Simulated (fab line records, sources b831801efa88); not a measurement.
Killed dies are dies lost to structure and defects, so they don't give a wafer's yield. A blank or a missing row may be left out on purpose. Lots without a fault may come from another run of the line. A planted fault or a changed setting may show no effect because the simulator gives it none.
fab line records | flow sky130
record lots=14 wafers=42 last_day=51
route steps=708 shown FIELD_ISO@26 GATE_OXIDE@198 POLY_GATE@218 LDD_LDN@296 PAD_OPEN@708
lots that met no fault: from a run of the same line without faults
start_h: hours from the record's first day to the start of the lot's first wafer shown | wait_h: hours since the lot's step before | " the same as in the row above | L1.1+2: a row that stands for several wafers | - no value, or no start given | * or withheld: withheld | < > ~ a bound
route shown NAME@n: a module of which the file shows steps, and the number in the route of the first | usual: mean/standard deviation of fault-free wafers | same: alike in all rows | chamber/n: place in a boat | sites: the reading at each site | _std_site: their standard deviation | _edge_site: outer sites' mean less inner sites' | radius_mm: how far each site lies from the wafer's centre | mask NAME#n: copy n | behind: the tool/chamber that last shaped the wafer | hold: why the lot was held/for how many hours/how that ended | device: the transistor (n, p or np) that didn't switch | end of line: the same wafers' tests at the end of the route | a step without rows: its recipe alone | killed: dies lost to structure and defects at the first sort, not the wafer's yield | map: a wafer's dies, x killed, . not, _ none there
set.NAME: the setting as run; set.NAME@STEP: as run at that earlier step | model.NAME: the simulator's own value behind a step, which no gauge read
steps of the route over a sample of lots; a table a step, a row a wafer
services: from which hour (start_h, from the record's first day; less than 0 if before it) a tool's chamber was out of use, for how many hours, and why
## steps
# step SKY_FIELD_ISO_THK_MEAS_25
# recipe reads=SiO2_of_FIELD_ISO_CVD_24
# usual FIELD_ISO_CVD_24_THK=594/5.5
# columns lot.wafer tool chamber start_h wait_h FIELD_ISO_CVD_24_THK[nm]
L212.1 film_metro-03 - 47.98 0.0 593
L212.2 " - " " 594
L212.3 " - " " 589
L211.2 film_metro-02 - 47.99 0.0 599
L211.5 " - " " 591
L211.6 " - " " 585
L214.1 film_metro-04 - 61.05 0.0 589
L214.5 " - " " 583
L214.6 " - " " 598
L216.1 film_metro-02 - 70.24 0.0 582
L216.4 " - " " 585
L216.6 " - " " 587
L218.1 film_metro-02 - 78.55 0.0 599
L218.2 " - " " 600
L218.6 " - " " 602
L221.4 film_metro-02 - 99.18 0.0 596
L221.5 " - " " 584
L221.6 " - " " 596
L222.1 film_metro-04 - 102.96 0.0 596
L222.4 " - " " 595
L222.5 " - " " 597
L223.1 film_metro-04 - 107.15 0.0 593
L223.3 " - " " 603
L223.4 " - " " 591
L225.3 film_metro-02 - 117.04 0.1 598
L225.4 " - " " 599
L225.5 " - " " 600
L227.1 film_metro-04 - 127.69 0.0 593
L227.2 " - " " 597
L227.6 " - " " 593
L228.1 film_metro-02 - 133.61 0.0 592
L228.5 " - " " 595
L228.6 " - " " 592
L230.1 film_metro-03 - 142.00 0.0 595
L230.2 " - " " 587
L230.4 " - " " 588
L231.1 film_metro-02 - 146.46 0.0 590
L231.2 " - " " 597
L231.5 " - " " 583
L232.1 film_metro-02 - 152.94 0.0 595
L232.2 " - " " 588
L232.4 " - " " 589
# step SKY_GATE_OXIDE_IMPLANT_11
# recipe species=B energy_kev=10 dose_cm2=2.6e+12 tilt_deg=withheld
# usual beam_energy_keV=10.000/0.003
# columns lot.wafer tool chamber start_h wait_h beam_energy_keV
L212.1 implanter-02 0 346.92 0.0 9.9994
L212.2 " 0 " " 10.004
L212.3 " 0 " " 10.001
L211.2 implanter-04 0 350.42 0.0 9.9999
L211.5 " 0 " " 9.9995
L211.6 " 0 " " 9.9993
L214.1 implanter-02 0 364.69 0.0 8.5470
L214.5 " 0 " " 8.5506
L214.6 " 0 " " 8.5503
L216.1 implanter-02 0 379.81 0.0 8.5470
L216.4 " 0 " " 8.5447
L216.6 " 0 " " 8.5460
L218.1 implanter-03 0 404.21 0.0 10.002
L218.2 " 0 " " 9.9977
L218.6 " 0 " " 9.9988
L221.4 implanter-02 0 435.99 0.1 10.000
L221.5 " 0 " " 10.000
L221.6 " 0 " " 10.004
L222.1 implanter-02 0 443.27 0.0 10.002
L222.4 " 0 " " 10.000
L222.5 " 0 " " 10.004
L223.1 implanter-02 0 448.02 0.0 10.001
L223.3 " 0 " " 10.001
L223.4 " 0 " " 10.002
L225.3 implanter-02 0 463.96 0.1 9.9976
L225.4 " 0 " " 10.001
L225.5 " 0 " " 10.004
L227.1 implanter-03 0 479.14 0.0 10.000
L227.2 " 0 " " 9.9977
L227.6 " 0 " " 9.9979
L228.1 implanter-04 0 487.89 0.0 9.9952
L228.5 " 0 " " 9.9991
L228.6 " 0 " " 9.9955
L231.1 implanter-03 0 505.12 0.0 9.9938
L231.2 " 0 " " 9.9996
L231.5 " 0 " " 10.002
L230.1 implanter-04 0 505.21 0.0 10.001
L230.2 " 0 " " 9.9970
L230.4 " 0 " " 10.006
L232.1 implanter-04 0 516.47 0.0 10.006
L232.2 " 0 " " 9.9971
L232.4 " 0 " " 9.9987
# step SKY_POLY_GATE_THK_MEAS_04
# recipe reads=Si3N4_of_POLY_GATE_CVD_03
# usual POLY_GATE_CVD_03_THK=74.5/0.57
# columns lot.wafer tool chamber start_h wait_h POLY_GATE_CVD_03_THK[nm]
L212.1 film_metro-02 - 381.04 0.0 74.5
L212.2 " - " " 74.8
L212.3 " - " " 74.5
L211.2 film_metro-02 - 386.13 0.0 75.3
L211.5 " - " " 74.4
L211.6 " - " " 74.8
L214.1 film_metro-02 - 406.19 0.0 74.0
L214.5 " - " " 73.3
L214.6 " - " " 73.5
L216.1 film_metro-03 - 418.15 0.0 74.2
L216.4 " - " " 73.7
L216.6 " - " " 73.8
L218.1 film_metro-02 - 440.61 0.0 73.9
L218.2 " - " " 74.4
L218.6 " - " " 74.5
L221.4 film_metro-01 - 474.74 0.0 74.7
L221.5 " - " " 74.7
L221.6 " - " " 74.7
L222.1 film_metro-03 - 480.45 0.0 74.7
L222.4 " - " " 74.2
L222.5 " - " " 74.1
L223.1 film_metro-01 - 489.75 0.0 73.8
L223.3 " - " " 73.8
L223.4 " - " " 74.0
L225.3 film_metro-03 - 501.12 0.0 75.3
L225.4 " - " " 74.9
L225.5 " - " " 75.0
L227.1 film_metro-03 - 516.94 0.0 74.3
L227.2 " - " " 74.4
L227.6 " - " " 74.8
L228.1 film_metro-01 - 524.82 0.0 75.3
L228.5 " - " " 74.9
L228.6 " - " " 75.3
L231.1 film_metro-01 - 541.84 0.0 74.8
L231.2 " - " " 74.8
L231.5 " - " " 75.0
L230.1 film_metro-02 - 544.25 0.0 73.9
L230.2 " - " " 74.3
L230.4 " - " " 74.9
L232.1 film_metro-03 - 552.34 0.0 75.7
L232.2 " - " " 75.1
L232.4 " - " " 75.3
# step SKY_LDD_LDN_OVL_MEAS_07
# usual LDD_LDN_OVL=0.8/1.3
# columns lot.wafer tool chamber start_h wait_h LDD_LDN_OVL[nm]
L212.1 overlay-01 - 574.28 0.1 2.8
L212.2 " - " " 2.2
L212.3 " - " " 1.5
L211.2 overlay-02 - 578.34 0.1 0.3
L211.5 " - " " -0.3
L211.6 " - " " 0.8
L214.1 overlay-02 - 597.12 0.1 0.9
L214.5 " - " " -0.3
L214.6 " - " " -0.2
L216.1 overlay-02 - 609.12 0.1 0.2
L216.4 " - " " -0.4
L216.6 " - " " 0.3
L218.1 overlay-01 - 628.53 0.1 2.8
L218.2 " - " " 1.1
L218.6 " - " " 1.0
L221.4 overlay-02 - 661.84 0.1 0.7
L221.5 " - " " 2.2
L221.6 " - " " 1.7
L222.1 overlay-01 - 666.03 0.1 1.3
L222.4 " - " " 0.9
L222.5 " - " " -1.5
L223.1 overlay-01 - 674.68 0.1 -0.8
L223.3 " - " " -0.4
L223.4 " - " " -2.3
L225.3 overlay-01 - 684.75 0.1 1.0
L225.4 " - " " 1.2
L225.5 " - " " 0.7
L227.1 overlay-02 - 698.33 0.1 -0.7
L227.2 " - " " -0.2
L227.6 " - " " -0.5
L228.1 overlay-01 - 706.27 0.1 1.6
L228.5 " - " " 2.2
L228.6 " - " " 1.2
L231.1 overlay-02 - 721.17 0.1 2.4
L231.2 " - " " 1.1
L231.5 " - " " 2.6
L230.1 overlay-01 - 725.12 0.1 0.1
L230.2 " - " " -0.2
L230.4 " - " " -1.1
L232.1 overlay-01 - 729.77 0.1 2.8
L232.2 " - " " 0.9
L232.4 " - " " 2.7
# step SKY_PAD_OPEN_PROBE_99
# usual killed_at_M0_to_M3=43/6.4 killed_at_M4_up=3.2/1.8 killed_at_contacts=25/5.5 killed_at_front_end=16/5.2 killed_at_other=0.3/0.49 killed_dies=88/10 killed_open=48/7 killed_short=40/7.1
# same gross_dies=492 killed_at_back_side=0
# columns lot.wafer tool chamber start_h wait_h killed_at_M0_to_M3 killed_at_M4_up killed_at_contacts killed_at_front_end killed_at_other killed_dies killed_open killed_short
L212.1 prober-01 - 1112.39 0.1 46 3 25 15 0 89 49 40
L212.2 prober-01 - 1112.44 0.1 48 3 20 9 0 80 45 35
L212.3 prober-01 - 1112.49 0.2 33 8 26 16 1 84 41 43
L211.2 prober-02 - 1115.60 0.1 44 2 28 9 0 83 53 30
L211.5 prober-02 - 1115.75 0.2 50 1 16 11 0 78 37 41
L211.6 prober-02 - 1115.80 0.2 53 3 24 13 0 93 51 42
L214.1 prober-02 - 1126.74 0.1 44 3 20 19 0 86 51 35
L214.5 prober-02 - 1126.94 0.2 51 1 21 16 2 91 52 39
L214.6 prober-02 - 1126.99 0.2 44 3 23 31 1 102 62 40
L216.1 prober-02 - 1136.94 0.1 47 6 28 20 1 102 52 50
L216.4 prober-02 - 1137.09 0.2 41 5 24 21 0 91 45 46
L216.6 prober-02 - 1137.19 0.2 49 4 25 13 1 92 46 46
L218.1 prober-02 - 1150.15 0.1 48 2 25 15 0 90 48 42
L218.2 prober-02 - 1150.20 0.1 57 5 34 12 1 109 56 53
L218.6 prober-02 - 1150.40 0.2 41 3 24 13 0 81 48 33
L221.4 prober-01 - 1171.79 0.2 48 3 32 24 0 107 51 56
L221.5 prober-01 - 1171.84 0.2 41 6 29 12 0 88 49 39
L221.6 prober-01 - 1171.89 0.2 40 1 29 13 1 84 46 38
L222.1 prober-01 - 1174.35 0.1 46 3 23 7 1 80 48 32
L222.4 prober-01 - 1174.50 0.2 38 3 37 23 1 102 58 44
L222.5 prober-01 - 1174.55 0.2 36 3 27 15 1 82 43 39
L223.1 prober-02 - 1178.85 0.1 39 7 17 19 0 82 41 41
L223.3 prober-02 - 1178.95 0.2 42 1 26 24 0 93 48 45
L223.4 prober-02 - 1179.00 0.2 34 5 27 11 0 77 48 29
L225.3 prober-02 - 1185.67 0.2 49 5 18 19 1 92 43 49
L225.4 prober-02 - 1185.72 0.2 40 6 13 10 0 69 34 35
L225.5 prober-02 - 1185.77 0.2 51 3 19 15 1 89 39 50
L227.1 prober-02 - 1195.62 0.1 38 2 28 27 0 95 56 39
L227.2 prober-02 - 1195.67 0.1 57 1 26 17 0 101 51 50
L227.6 prober-02 - 1195.87 0.2 29 2 32 12 0 75 41 34
L228.1 prober-01 - 1198.45 0.1 47 4 27 15 0 93 50 43
L228.5 prober-01 - 1198.65 0.2 36 4 19 11 0 70 40 30
L228.6 prober-01 - 1198.70 0.2 52 3 29 12 0 96 52 44
L231.1 prober-01 - 1206.95 0.1 35 3 26 23 0 87 44 43
L231.2 prober-01 - 1207.00 0.1 36 4 18 14 0 72 39 33
L231.5 prober-01 - 1207.15 0.2 47 4 31 19 1 102 47 55
L230.1 prober-02 - 1210.25 0.1 33 2 22 13 0 70 35 35
L230.2 prober-02 - 1210.30 0.1 41 1 21 10 0 73 41 32
L230.4 prober-02 - 1210.40 0.2 40 1 21 17 0 79 51 28
L232.1 prober-01 - 1211.91 0.1 42 4 32 18 0 96 55 41
L232.2 prober-01 - 1211.96 0.1 45 6 32 32 1 116 50 66
L232.4 prober-01 - 1212.06 0.2 51 5 29 15 0 100 60 40
# killed by level:class
L212.1 VIA1:geometric_particle:open=14 VIA2:geometric_particle:open=8 CONTACT:geometric_particle:open=7 VIA1:geometric_particle:short=7 LI_CONTACT:geometric_particle:short=6 VIA3:geometric_particle:open=6 METAL1:geometric_particle:short=5 LI_CONTACT:geometric_particle:open=5
L212.2 VIA1:geometric_particle:open=12 LI_CONTACT:geometric_particle:open=7 VIA1:geometric_particle:short=7 VIA2:geometric_particle:open=6 CONTACT:geometric_particle:open=5 METAL1:geometric_particle:short=5 VIA3:geometric_particle:open=5 METAL3:geometric_particle:short=4
L212.3 VIA3:geometric_particle:open=10 CONTACT:geometric_particle:open=8 LI_CONTACT:geometric_particle:open=7 METAL4:geometric_particle:short=7 FIELD_ISO:geometric_particle:short=6 LOCAL_INTERCONNECT:geometric_particle:short=5 VIA1:geometric_particle:open=4 FIELD_ISO:geometric_particle:open=3
L211.2 VIA1:geometric_particle:open=11 CONTACT:geometric_particle:open=10 LI_CONTACT:geometric_particle:open=9 VIA2:geometric_particle:open=7 VIA3:geometric_particle:open=7 METAL1:geometric_particle:short=5 VIA1:geometric_particle:short=5 LOCAL_INTERCONNECT:geometric_particle:short=3
L211.5 VIA2:geometric_particle:open=11 CONTACT:geometric_particle:open=8 METAL1:geometric_particle:short=7 VIA1:geometric_particle:open=6 METAL2:geometric_particle:short=5 VIA3:geometric_particle:short=5 FIELD_ISO:geometric_particle:short=4 METAL3:geometric_particle:short=4
L211.6 VIA3:geometric_particle:open=12 VIA2:geometric_particle:open=9 CONTACT:geometric_particle:open=8 METAL2:geometric_particle:short=8 VIA1:geometric_particle:open=7 VIA1:geometric_particle:short=7 CONTACT:geometric_particle:short=6 FIELD_ISO:geometric_particle:open=4
L214.1 CONTACT:geometric_particle:open=14 VIA1:geometric_particle:open=11 VIA1:geometric_particle:short=6 FIELD_ISO:geometric_particle:open=5 FIELD_ISO:geometric_particle:short=5 METAL3:geometric_particle:short=5 VIA2:geometric_particle:open=4 VIA3:geometric_particle:open=4
L214.5 VIA1:geometric_particle:open=17 CONTACT:geometric_particle:open=12 VIA1:geometric_particle:short=11 FIELD_ISO:geometric_particle:open=6 FIELD_ISO:geometric_particle:short=5 LI_CONTACT:geometric_particle:open=5 VIA2:geometric_particle:open=5 VIA2:geometric_particle:short=4
L214.6 VIA1:geometric_particle:open=17 FIELD_ISO:geometric_particle:short=8 CONTACT:geometric_particle:open=8 LI_CONTACT:geometric_particle:open=7 VIA3:geometric_particle:open=7 FIELD_ISO:geometric_particle:open=6 POLY_GATE:geometric_particle:open=5 VIA2:geometric_particle:open=5
L216.1 CONTACT:geometric_particle:short=10 VIA3:geometric_particle:open=10 METAL1:geometric_particle:short=8 VIA1:geometric_particle:open=8 CONTACT:geometric_particle:open=8 VIA2:geometric_particle:open=6 LOCAL_INTERCONNECT:geometric_particle:short=5 FIELD_ISO:geometric_particle:open=4
L216.4 CONTACT:geometric_particle:open=10 VIA1:geometric_particle:open=8 POLY_GATE:geometric_particle:short=6 LI_CONTACT:geometric_particle:open=6 METAL1:geometric_particle:short=6 METAL2:geometric_particle:short=5 VIA1:geometric_particle:short=5 VIA2:geometric_particle:open=5
L216.6 VIA1:geometric_particle:open=12 METAL2:geometric_particle:short=10 CONTACT:geometric_particle:open=8 LI_CONTACT:geometric_particle:open=7 VIA3:geometric_particle:open=6 POLY_GATE:geometric_particle:short=5 CONTACT:geometric_particle:short=5 VIA2:geometric_particle:open=5
L218.1 VIA1:geometric_particle:open=12 VIA2:geometric_particle:open=8 POLY_GATE:geometric_particle:short=7 LI_CONTACT:geometric_particle:open=7 LOCAL_INTERCONNECT:geometric_particle:short=7 CONTACT:geometric_particle:open=5 METAL1:geometric_particle:short=5 METAL2:geometric_particle:short=5
L218.2 VIA1:geometric_particle:open=14 LI_CONTACT:geometric_particle:open=9 METAL2:geometric_particle:short=9 VIA3:geometric_particle:open=8 LI_CONTACT:geometric_particle:short=7 LOCAL_INTERCONNECT:geometric_particle:short=7 METAL1:geometric_particle:short=7 CONTACT:geometric_particle:open=6
L218.6 VIA1:geometric_particle:open=9 CONTACT:geometric_particle:open=8 LI_CONTACT:geometric_particle:open=7 FIELD_ISO:geometric_particle:open=6 CONTACT:geometric_particle:short=6 VIA2:geometric_particle:open=6 VIA3:geometric_particle:open=6 VIA1:geometric_particle:short=5
L221.4 CONTACT:geometric_particle:open=11 LI_CONTACT:geometric_particle:open=9 CONTACT:geometric_particle:short=8 METAL1:geometric_particle:short=7 POLY_GATE:geometric_particle:short=6 VIA1:geometric_particle:open=6 VIA2:geometric_particle:open=6 FIELD_ISO:geometric_particle:short=5
L221.5 CONTACT:geometric_particle:open=13 VIA1:geometric_particle:open=12 LI_CONTACT:geometric_particle:open=7 CONTACT:geometric_particle:short=6 METAL1:geometric_particle:short=5 VIA1:geometric_particle:short=5 FIELD_ISO:geometric_particle:short=4 METAL2:geometric_particle:short=4
L221.6 CONTACT:geometric_particle:open=11 LI_CONTACT:geometric_particle:open=9 VIA1:geometric_particle:open=8 METAL1:geometric_particle:short=7 CONTACT:geometric_particle:short=7 VIA2:geometric_particle:open=6 METAL2:geometric_particle:short=4 VIA3:geometric_particle:short=4
L222.1 VIA1:geometric_particle:open=16 LI_CONTACT:geometric_particle:open=10 VIA2:geometric_particle:open=8 METAL2:geometric_particle:short=7 CONTACT:geometric_particle:open=6 FIELD_ISO:geometric_particle:open=3 LI_CONTACT:geometric_particle:short=3 LOCAL_INTERCONNECT:geometric_particle:short=3
L222.4 CONTACT:geometric_particle:open=15 LI_CONTACT:geometric_particle:open=11 FIELD_ISO:geometric_particle:short=9 VIA3:geometric_particle:open=9 FIELD_ISO:geometric_particle:open=6 CONTACT:geometric_particle:short=6 VIA1:geometric_particle:open=6 VIA1:geometric_particle:short=5
L222.5 CONTACT:geometric_particle:open=11 METAL1:geometric_particle:short=9 VIA1:geometric_particle:open=7 CONTACT:geometric_particle:short=5 VIA2:geometric_particle:open=5 POLY_GATE:geometric_particle:open=4 LI_CONTACT:geometric_particle:open=4 METAL2:geometric_particle:short=4
L223.1 VIA1:geometric_particle:open=10 METAL2:geometric_particle:short=6 CONTACT:geometric_particle:short=5 VIA3:geometric_particle:open=5 METAL4:geometric_particle:short=5 FIELD_ISO:geometric_particle:open=4 FIELD_ISO:geometric_particle:short=4 POLY_GATE:geometric_particle:open=4
L223.3 VIA1:geometric_particle:open=10 LI_CONTACT:geometric_particle:open=7 LOCAL_INTERCONNECT:geometric_particle:short=7 FIELD_ISO:geometric_particle:open=6 CONTACT:geometric_particle:open=6 METAL3:geometric_particle:short=6 FIELD_ISO:geometric_particle:short=5 VIA1:geometric_particle:short=5
L223.4 CONTACT:geometric_particle:open=8 VIA3:geometric_particle:open=7 LI_CONTACT:geometric_particle:open=7 VIA1:geometric_particle:open=7 LOCAL_INTERCONNECT:geometric_particle:short=6 METAL1:geometric_particle:short=4 VIA2:geometric_particle:open=4 FIELD_ISO:geometric_particle:open=3
L225.3 VIA1:geometric_particle:open=8 VIA2:geometric_particle:open=8 CONTACT:geometric_particle:open=6 METAL1:geometric_particle:short=6 FIELD_ISO:geometric_particle:short=5 VIA2:geometric_particle:short=5 METAL2:geometric_particle:short=5 VIA3:geometric_particle:open=5
L225.4 CONTACT:geometric_particle:open=6 METAL1:geometric_particle:short=5 VIA1:geometric_particle:short=5 METAL2:geometric_particle:short=4 VIA2:geometric_particle:open=4 METAL3:geometric_particle:short=4 FIELD_ISO:geometric_particle:open=3 METAL4:geometric_particle:short=3
L225.5 VIA2:geometric_particle:open=9 METAL1:geometric_particle:short=7 VIA1:geometric_particle:open=7 METAL2:geometric_particle:short=7 LOCAL_INTERCONNECT:geometric_particle:short=6 VIA3:geometric_particle:open=6 FIELD_ISO:geometric_particle:short=5 CONTACT:geometric_particle:open=5
L227.1 VIA1:geometric_particle:open=15 CONTACT:geometric_particle:short=10 FIELD_ISO:geometric_particle:open=7 POLY_GATE:geometric_particle:open=7 CONTACT:geometric_particle:open=7 VIA2:geometric_particle:open=7 LI_CONTACT:geometric_particle:open=6 FIELD_ISO:geometric_particle:short=5
L227.2 VIA1:geometric_particle:open=13 VIA3:geometric_particle:open=10 METAL2:geometric_particle:short=10 VIA2:geometric_particle:open=9 LI_CONTACT:geometric_particle:short=6 CONTACT:geometric_particle:open=6 LI_CONTACT:geometric_particle:open=5 CONTACT:geometric_particle:short=5
L227.6 CONTACT:geometric_particle:open=15 VIA1:geometric_particle:open=7 LI_CONTACT:geometric_particle:open=6 CONTACT:geometric_particle:short=6 METAL3:geometric_particle:short=6 FIELD_ISO:geometric_particle:short=3 METAL2:geometric_particle:short=3 VIA2:geometric_particle:open=3
L228.1 LI_CONTACT:geometric_particle:open=13 VIA2:geometric_particle:open=10 VIA1:geometric_particle:open=10 METAL1:geometric_particle:short=7 LI_CONTACT:geometric_particle:short=6 FIELD_ISO:geometric_particle:open=5 VIA3:geometric_particle:short=5 POLY_GATE:geometric_particle:short=4
L228.5 CONTACT:geometric_particle:open=11 VIA1:geometric_particle:open=8 METAL1:geometric_particle:short=6 FIELD_ISO:geometric_particle:open=5 VIA1:geometric_particle:short=5 LI_CONTACT:geometric_particle:open=4 VIA3:geometric_particle:open=4 VIA2:geometric_particle:open=3
L228.6 VIA2:geometric_particle:open=13 VIA1:geometric_particle:open=12 METAL1:geometric_particle:short=10 CONTACT:geometric_particle:short=8 LI_CONTACT:geometric_particle:open=7 CONTACT:geometric_particle:open=7 LOCAL_INTERCONNECT:geometric_particle:short=5 METAL2:geometric_particle:short=4
L231.1 CONTACT:geometric_particle:open=11 VIA2:geometric_particle:open=8 METAL2:geometric_particle:short=7 POLY_GATE:geometric_particle:short=6 VIA1:geometric_particle:open=6 FIELD_ISO:geometric_particle:short=4 POLY_GATE:geometric_particle:open=4 SPACER:geometric_particle:short=4
L231.2 CONTACT:geometric_particle:open=9 METAL2:geometric_particle:short=7 VIA3:geometric_particle:open=6 FIELD_ISO:geometric_particle:open=5 LOCAL_INTERCONNECT:geometric_particle:short=4 METAL1:geometric_particle:short=4 VIA1:geometric_particle:short=4 VIA1:geometric_particle:open=4
L231.5 CONTACT:geometric_particle:short=10 VIA1:geometric_particle:open=10 LI_CONTACT:geometric_particle:open=8 VIA1:geometric_particle:short=8 CONTACT:geometric_particle:open=7 FIELD_ISO:geometric_particle:open=6 VIA3:geometric_particle:open=6 POLY_GATE:geometric_particle:short=5
L230.1 FIELD_ISO:geometric_particle:open=6 CONTACT:geometric_particle:short=6 LI_CONTACT:geometric_particle:open=5 VIA1:geometric_particle:open=5 CONTACT:geometric_particle:open=4 METAL2:geometric_particle:short=4 VIA3:geometric_particle:short=4 METAL3:geometric_particle:short=4
L230.2 CONTACT:geometric_particle:open=8 VIA1:geometric_particle:open=8 METAL1:geometric_particle:short=7 VIA2:geometric_particle:open=7 VIA3:geometric_particle:open=6 LI_CONTACT:geometric_particle:short=5 METAL3:geometric_particle:short=4 VIA3:geometric_particle:short=4
L230.4 VIA2:geometric_particle:open=11 CONTACT:geometric_particle:open=9 FIELD_ISO:geometric_particle:open=7 LOCAL_INTERCONNECT:geometric_particle:short=5 METAL2:geometric_particle:open=5 METAL1:geometric_particle:short=4 LI_CONTACT:geometric_particle:open=4 VIA1:geometric_particle:open=4
L232.1 VIA1:geometric_particle:open=10 LI_CONTACT:geometric_particle:open=9 CONTACT:geometric_particle:open=9 CONTACT:geometric_particle:short=9 VIA2:geometric_particle:open=8 FIELD_ISO:geometric_particle:open=7 FIELD_ISO:geometric_particle:short=6 METAL2:geometric_particle:short=6
L232.2 FIELD_ISO:geometric_particle:short=13 LI_CONTACT:geometric_particle:open=12 METAL2:geometric_particle:short=9 VIA1:geometric_particle:open=9 POLY_GATE:geometric_particle:short=8 FIELD_ISO:geometric_particle:open=6 CONTACT:geometric_particle:short=6 CONTACT:geometric_particle:open=6
L232.4 CONTACT:geometric_particle:open=16 VIA1:geometric_particle:open=14 VIA2:geometric_particle:open=8 METAL2:geometric_particle:short=7 CONTACT:geometric_particle:short=6 VIA3:geometric_particle:open=6 VIA2:geometric_particle:short=5 POLY_GATE:geometric_particle:short=4
## services
# columns tool chamber start_h hours kind
implanter-03 - 334.66 2.7 repair
implanter-02 - 338.67 1.2 repair
implanter-02 - 354.78 2.3 repair
implanter-03 - 384.40 1.7 repair
implanter-04 - 386.70 1.0 repair
implanter-02 - 410.45 4.0 repair
implanter-03 - 420.07 3.5 pm
implanter-03 - 426.73 5.6 repair
implanter-02 - 472.63 2.4 repair
implanter-03 - 477.69 0.7 repair
implanter-02 - 492.72 16.0 pm
## key
first_sign step=SKY_GATE_OXIDE_IMPLANT_11 reading=beam_energy_keV direction=down sigmas=99+ usual=* struck=*
effect none on later readings
met_at SKY_GATE_OXIDE_IMPLANT_11
struck_lots L214,L216
tester_left_out L214,L216
not_acting_at SKY_FIELD_ISO_THK_MEAS_25,SKY_POLY_GATE_THK_MEAS_04,SKY_LDD_LDN_OVL_MEAS_07
onset_between 346.92 364.69
fault kind=process_parameter_drift tool=implanter-02 chamber=- onset_h=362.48 steps=SKY_GATE_OXIDE_IMPLANT_11 channel=energy_kev offset=* shape=step end_h=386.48 acts_in=* stated=*
# tester_left_out: of these lots the tester's yield and bins aren't shown, on N5 and GAA mostly nor the transistor test; their killed dies are dies lost to structure and defects alone, not to doping, threshold or leakage, so they don't give the yield
